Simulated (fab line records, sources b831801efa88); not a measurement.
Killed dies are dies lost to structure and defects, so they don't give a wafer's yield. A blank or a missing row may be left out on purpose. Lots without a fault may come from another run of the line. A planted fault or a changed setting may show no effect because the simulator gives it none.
A struck lot beside a sound one | flow sky130 | 23 steps out of a route of 708
Sound: wafers L748.4, L748.5, L748.6. Struck: wafers L753.1, L753.3, L753.5. The cause comes at the end.
At each step with rows: each side's tool, then ch and its chambers, then its first start. Under that, the readings that differ: sound wafers | struck wafers | difference of the means | sigmas: that difference in standard deviations of wafers without a fault.
alike: readings whose means differ by less than 2 such deviations, and words and numbers that are the same on both sides. not compared: withheld readings, readings that some wafer has no value for, bounds like >300 that may hide the same value, and numbers for which the record gives no deviation and whose values overlap.
The two part at a step that has a row with sigmas, a row that says differs or no value, or rows on one side only. Numbers that don't overlap but have no deviation are shown without sigmas and don't part them. A reading that every wafer of one side lacks parts them only if that side has two wafers or more.

first, 1 step without rows for these wafers: SKY_POLY_GATE_OXIDATION_20 (stabilise 600 s, purge 300 s, target thk 4 nm).
SKY_POLY_GATE_THK_MEAS_21:
  sound on film_metro-03, day 17 15:22; struck on film_metro-01, day 19 11:26
  alike: POLY_GATE_OXIDATION_THK
SKY_POLY_GATE_CD_MEAS_22:
  sound on cd_sem-02, day 17 15:29; struck on cd_sem-01, day 19 11:29
  alike: cd_nm
then, 7 steps without rows for these wafers: SKY_LDD_N_DEHYDRATE_00 (time 60 s); SKY_LDD_N_HMDS_01 (prime time 60 s); SKY_LDD_N_COAT_02 (resist thk 300 nm); SKY_LDD_N_SOFTBAKE_03 (time 60 s); SKY_LDD_N_EXPOSE_04 (exposes mask NTM, target cd 840 nm); SKY_LDD_N_PEB_05; SKY_LDD_N_DEVELOP_06 (develop time 60 s).
SKY_LDD_N_OVL_MEAS_07:
  sound on overlay-02, day 18 21:37; struck on overlay-02, day 20 19:26
  alike: LDD_N_OVL
then, 1 step without rows for these wafers: SKY_LDD_N_IMPLANT_08.
SKY_LDD_N_IMPLANT_09:
  sound on implanter-02 ch 0, day 18 21:52; struck on implanter-03 ch 0, day 20 19:37
  reading            | sound                        | struck                           | difference  | sigmas
  beam_on_s (s)      | 10.15 9.83 9.86              | 15.22 16.26 14.89                | +5.51       | +26
  dose_ions_cm2      | 7.503e+13 7.509e+13 7.51e+13 | 1.2997e+14 1.2998e+14 1.2985e+14 | +5.4860e+13 | +99 or more
  faraday_current_uA | 418 431 427                  | 483 449 492                      | +49         | +6
  alike: rotation_deg
then, 6 steps without rows for these wafers: SKY_LDD_N_IMPLANT_10; SKY_LDD_N_IMPLANT_11; SKY_LDD_N_IMPLANT_12; SKY_LDD_N_IMPLANT_13; SKY_LDD_N_IMPLANT_14; SKY_LDD_N_IMPLANT_15.
SKY_LDD_N_STRIP_16: strips in O2/N2.
  sound on plasma_asher-02 ch 0,1, day 18 22:52; struck on plasma_asher-01 ch 0,1, day 20 20:40
  reading                      | sound             | struck            | difference | sigmas
  drypump_motor_current_A (A)  | 6.0 5.3 6.0       | 5.4 4.9 4.9       | -0.7       | -2
  strip_time_to_endpoint_s (s) | 4.334 4.339 4.311 | 4.472 4.469 4.489 | +0.149     | +10
  alike: o2_flow_sccm, oes_product_au
  not compared: rf_hours_counter_h
SKY_LDD_N_TW_MEAS_17:
  sound on film_metro-03, day 18 22:58; struck on film_metro-02, day 20 20:46
  reading  | sound          | struck         | difference | sigmas
  LDD_N_TW | 2559 2556 2552 | 2683 2692 2675 | +128       | +5
then, 1 step without rows for these wafers: SKY_LDD_P_DEHYDRATE_00 (time 60 s).
-- the record jumps here: 27 days lie between the struck wafers' starts before and after (it left off in module LDD_P and takes up again in module PAD_OPEN, whose first step shown is number 708 of the route) --
SKY_PAD_OPEN_PROBE_99:
  sound on prober-02, day 46 17:10; struck on prober-01, day 47 22:17
  reading                     | sound             | struck            | difference | sigmas
  model.etest.tip_n.rs_ohm_sq | 448.5 448.9 447.7 | 398.8 402.7 396.6 | -49.0      |
  alike: killed_at_M0_to_M3, killed_at_M4_up, killed_at_contacts, killed_at_front_end, killed_at_other, killed_dies, killed_open, killed_short

WHERE THEY PART
First at SKY_LDD_N_IMPLANT_09; last, within this record, at SKY_LDD_N_TW_MEAS_17. Later steps at which nothing parts them and some readings are alike: SKY_PAD_OPEN_PROBE_99.

WHY: what the simulator had put in
Process parameter drift: implanter-03, from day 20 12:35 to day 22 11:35, at SKY_LDD_N_IMPLANT_09. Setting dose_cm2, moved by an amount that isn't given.
